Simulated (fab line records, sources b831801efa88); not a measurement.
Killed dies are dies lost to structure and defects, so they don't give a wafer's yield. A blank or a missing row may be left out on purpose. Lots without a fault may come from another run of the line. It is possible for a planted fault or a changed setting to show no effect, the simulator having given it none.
What tool caused it? ; flow gf180mcu ; 6 lots (17 wafers sampled), 1 step of a 602-step route

== WHAT THE GAUGES SHOWED, per wafer ==
GF_VT_IMPLANT_TW_MEAS_21.
lot;measured;on;VT_IMPLANT_2_TW
L737;day 6 12:29;filmMetro-04;1235 1237 1236
L739;day 6 19:09;filmMetro-02;1215 1212 1206
L744;day 8 14:52;filmMetro-01;1197 1195 1196
L749;day 9 17:05;filmMetro-04;1227 1228 1232
L756;day 11 09:46;filmMetro-02;1207 1215
L759;day 12 07:37;filmMetro-01;1196 1197 1199

== WHAT TOOL EACH LOT RAN ON (gives the tool, then ch and the chambers of the sampled wafers, and finally the start) ==
There is no process step in the record ahead of these readings.

== THE ANSWER, worked out from the rows above alone ==
Rule: usual is defined by the lots themselves. The widest of any qualifying gaps counts: lots, ordered by their means at a reading, are off when they make up no more than a third of the lots, leave a main group of 4 or more, and stand apart from it by 3 or more times the standard deviation of that group's means. The tables above print the reading to a certain number of digits; a main group whose means all agree to those digits is not used. A lot without any number at a reading at which 4 lots or more have one is off too. Where the step has rows for the other lots, those lots are counted as sound.
No lot is off at any reading shown: from this, nothing can be told.

== WHAT THE SIMULATOR PUT IN ==
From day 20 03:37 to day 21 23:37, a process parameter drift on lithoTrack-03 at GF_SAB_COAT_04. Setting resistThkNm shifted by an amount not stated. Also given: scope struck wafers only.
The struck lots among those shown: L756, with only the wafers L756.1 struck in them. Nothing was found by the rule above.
